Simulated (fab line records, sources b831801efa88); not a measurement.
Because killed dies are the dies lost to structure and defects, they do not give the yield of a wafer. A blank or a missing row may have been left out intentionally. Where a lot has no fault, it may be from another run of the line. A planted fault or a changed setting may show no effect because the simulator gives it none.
2 desks, one fault | flow sky130 | only its own numbers are on each desk; what lay behind them is given at the end

== METROLOGY DESK ==
What the gauges read, lot by lot, whatever tool the lot ran on: means of the sampled wafers that have a number. The brackets show how far a lot's mean lies from the usual mean; more than 4 standard deviations puts the lot out of limits, marked OUT.
Columns: A = INCOMING_BOW at SKY_FIELD_ISO_BOW_MEAS_00, usual 0 um; B = DNWELL_TW at SKY_DNWELL_TW_MEAS_09, usual 1112; C = PWDE_TW at SKY_PWDE_TW_MEAS_10, usual 374.7
lot  | first seen here | A  | B    | C
L210 | day 1 10:01     | -5 | 1111 | 372.2
L211 | day 1 15:00     | 0  | 1101 | 371.3
L214 | day 2 06:02     | 5  | 1112 | 373.4
L215 | day 2 11:00     | -5 | 1115 | 375.8
L220 | day 3 12:01     | -7 | 1105 | 373.7
L221 | day 3 17:02     | -0 | 1104 | 377.3
L223 | day 4 03:01     | 11 | 1115 | 376.9
L225 | day 4 13:02     | 3  | 1106 | 379.1
L227 | day 4 23:04     | 5  | 1107 | 376.1
L229 | day 5 09:00     | -5 | 1099 | 378.7
L231 | day 5 19:01     | 6  | 1110 | 374.3
L233 | day 6 05:01     | -5 | 1122 | 372.0
This desk's verdict: no lot among the 12 shows anything out of limits.

== AT THE TOOL OWNER'S DESK: rie si-01 ==
The tool's own readings at SKY_FIELD_ISO_ETCH_17 (etches Si in HBr/Cl2/O2, target depth 342 nm, time 97.7 s): means of the sampled wafers that have a number, for each lot that ran on this tool. The brackets show how far a lot's mean lies from the usual mean; more than 4 standard deviations puts the lot out of limits, marked OUT.
Columns: A = drypump motor current A at SKY_FIELD_ISO_ETCH_17, usual 5.9 A; B = mfc cl2 sccm at SKY_FIELD_ISO_ETCH_17, usual 39.98 sccm; C = oes product au at SKY_FIELD_ISO_ETCH_17, usual 1.001 a.u.; D = rf fwd power W at SKY_FIELD_ISO_ETCH_17, usual 596.5 W; E = throttle valve pct at SKY_FIELD_ISO_ETCH_17, usual 25.655 %
lot  | first seen here | A   | B     | C     | D               | E
L220 | day 4 09:43     | 6.1 | 40.02 | 1.025 | 627.8 (+16) OUT | 25.647
L221 | day 4 13:29     | 6.1 | 40.07 | 1.028 | 626.8 (+15) OUT | 25.650
This desk finds L220, L221 out of limits, L220 being first, at day 4 09:43 (rf fwd power W at SKY_FIELD_ISO_ETCH_17). In limits: none.

== PUT TOGETHER ==
The tool owner's desk could have raised an alarm at day 4 09:43, on L220, L221.
Nothing out of limits was seen by the metrology desk.
The metrology desk has L220, L221 on record, within its limits.
On rie si-01, each named lot ran SKY_FIELD_ISO_ETCH_17.

== WHAT THE SIMULATOR PUT IN ==
rie si-01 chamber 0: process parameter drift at SKY_FIELD_ISO_ETCH_17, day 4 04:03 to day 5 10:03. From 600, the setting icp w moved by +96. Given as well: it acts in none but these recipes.
Shown lots that were struck: L220, L221.
Hours from the fault's start to each desk's first reading out of limits: the tool owner's desk, 6.
